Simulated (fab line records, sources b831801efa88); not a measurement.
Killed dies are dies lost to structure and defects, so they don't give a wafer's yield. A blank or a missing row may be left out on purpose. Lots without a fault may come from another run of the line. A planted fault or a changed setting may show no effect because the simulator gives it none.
Which tool did it? | flow sky130 | 12 lots, 36 wafers sampled, at 3 steps of a route of 708

WHAT THE GAUGES READ, wafer by wafer
SKY_LDD_HVN_OVL_MEAS_07.
lot  | measured     | on         | LDD_HVN_OVL (nm)
L888 | day 19 20:16 | overlay-02 | 1.8 2.3 0.6
L889 | day 20 05:47 | overlay-01 | 1.0 1.3 0.5
L890 | day 21 03:08 | overlay-01 | 1.6 2.8 0.7
L891 | day 21 09:52 | overlay-01 | -0.7 -2.8 -4.1
L894 | day 22 12:52 | overlay-01 | 2.1 2.0 2.5
L895 | day 22 22:35 | overlay-02 | 1.6 2.6 2.5
L896 | day 23 01:53 | overlay-02 | -2.8 -1.1 -0.1
L897 | day 23 23:53 | overlay-02 | 0.6 -0.5 0.7
L898 | day 24 01:17 | overlay-01 | 4.1 2.8 2.4
L904 | day 26 20:14 | overlay-02 | -2.0 -0.1 -0.9
L906 | day 27 19:28 | overlay-01 | 0.6 2.5 1.6
L910 | day 28 09:44 | overlay-02 | 0.0 1.7 1.0

SKY_SD_N_OVL_MEAS_08.
lot  | measured     | on         | SD_N_OVL (nm)
L888 | day 27 10:41 | overlay-01 | -1.2 0.0 -0.6
L889 | day 27 17:12 | overlay-01 | -2.2 -1.0 0.1
L890 | day 28 13:13 | overlay-02 | 0.2 1.9 0.8
L891 | day 28 20:23 | overlay-01 | 0.3 0.3 1.4
L894 | day 29 22:29 | overlay-02 | 2.6 0.7 1.9
L895 | day 30 04:31 | overlay-01 | 1.6 1.8 1.9
L896 | day 30 06:19 | overlay-01 | 1.8 0.5 0.8
L897 | day 31 03:38 | overlay-01 | -0.4 0.4 0.3
L898 | day 31 06:31 | overlay-02 | 0.2 -1.7 -1.5
L904 | day 33 20:27 | overlay-02 | 1.5 1.3 2.0
L906 | day 35 00:48 | overlay-02 | -1.7 -1.9 -0.4
L910 | day 35 08:09 | overlay-01 | 1.8 1.7 1.5

WHICH TOOL RAN EACH LOT (tool, then ch and the chambers of the sampled wafers, then the start)
lot  | SKY_SONOS_ONO_STRIP_17
L888 | plasma_asher-02 ch 0,1, day 12 05:42
L889 | plasma_asher-01 ch 0,1, day 12 16:43
L890 | plasma_asher-04 ch 0,1, day 13 07:53
L891 | plasma_asher-02 ch 0,1, day 13 17:02
L894 | plasma_asher-01 ch 0,1, day 14 12:39
L895 | plasma_asher-04 ch 0,1, day 15 00:26
L896 | plasma_asher-02 ch 0,1, day 15 00:42
L897 | plasma_asher-01 ch 0,1, day 16 01:41
L898 | plasma_asher-02 ch 0, day 16 01:58
L904 | plasma_asher-02 ch 0,1, day 18 19:49
L906 | plasma_asher-04 ch 0,1, day 19 20:09
L910 | plasma_asher-04 ch 0,1, day 20 15:42
- SKY_SONOS_ONO_STRIP_17: strips in O2/N2.

WHAT THE TOOLS THEMSELVES READ (means of the sampled wafers that have a number; where no wafer has one, the mark that the record gives instead)
SKY_SONOS_ONO_STRIP_17.
lot  | tool            | drypump_motor_current_A (A) | oes_product_au (a.u.) | strip_time_to_endpoint_s (s)
L888 | plasma_asher-02 | 6.0                         | 0.709                 | 14.14
L889 | plasma_asher-01 | 5.1                         | 0.708                 | 14.19
L890 | plasma_asher-04 | 5.4                         | 0.706                 | 14.15
L891 | plasma_asher-02 | 6.0                         | 0.706                 | 14.19
L894 | plasma_asher-01 | 5.1                         | 0.713                 | 14.05
L895 | plasma_asher-04 | 5.4                         | 0.711                 | 14.15
L896 | plasma_asher-02 | 6.0                         | 0.712                 | 14.11
L897 | plasma_asher-01 | 5.4                         | 0.709                 | 14.09
L898 | plasma_asher-02 | 6.0                         | 0.711                 | 14.08
L904 | plasma_asher-02 | 6.0                         | 0.709                 | 14.08
L906 | plasma_asher-04 | 5.5                         | 0.705                 | 14.13
L910 | plasma_asher-04 | 5.4                         | 0.706                 | 14.08

THE ANSWER, worked out from the rows above alone
Rule: what is usual is taken from the lots themselves. Put in order of their means at a reading, lots are off if they are a third of the lots or fewer, leave a main group of 4 or more, and stand apart from it by a gap of 3 or more times the standard deviation of the main group's means; of several such gaps the widest counts. A main group whose means are all the same, to the digits that the tables above print for the reading, isn't used. A lot without any number at a reading at which 4 lots or more have one is off too. The other lots that the step has rows for count as sound. The gauges are gone through in route order, then the tools' own readings, and for those a lot's mean is taken as printed above. The first step at which some lot is off is used, and at that step the reading that is off furthest; a lot without a number counts as furthest.
No lot is off at any reading shown: from this, nothing can be told.

WHAT THE SIMULATOR HAD PUT IN
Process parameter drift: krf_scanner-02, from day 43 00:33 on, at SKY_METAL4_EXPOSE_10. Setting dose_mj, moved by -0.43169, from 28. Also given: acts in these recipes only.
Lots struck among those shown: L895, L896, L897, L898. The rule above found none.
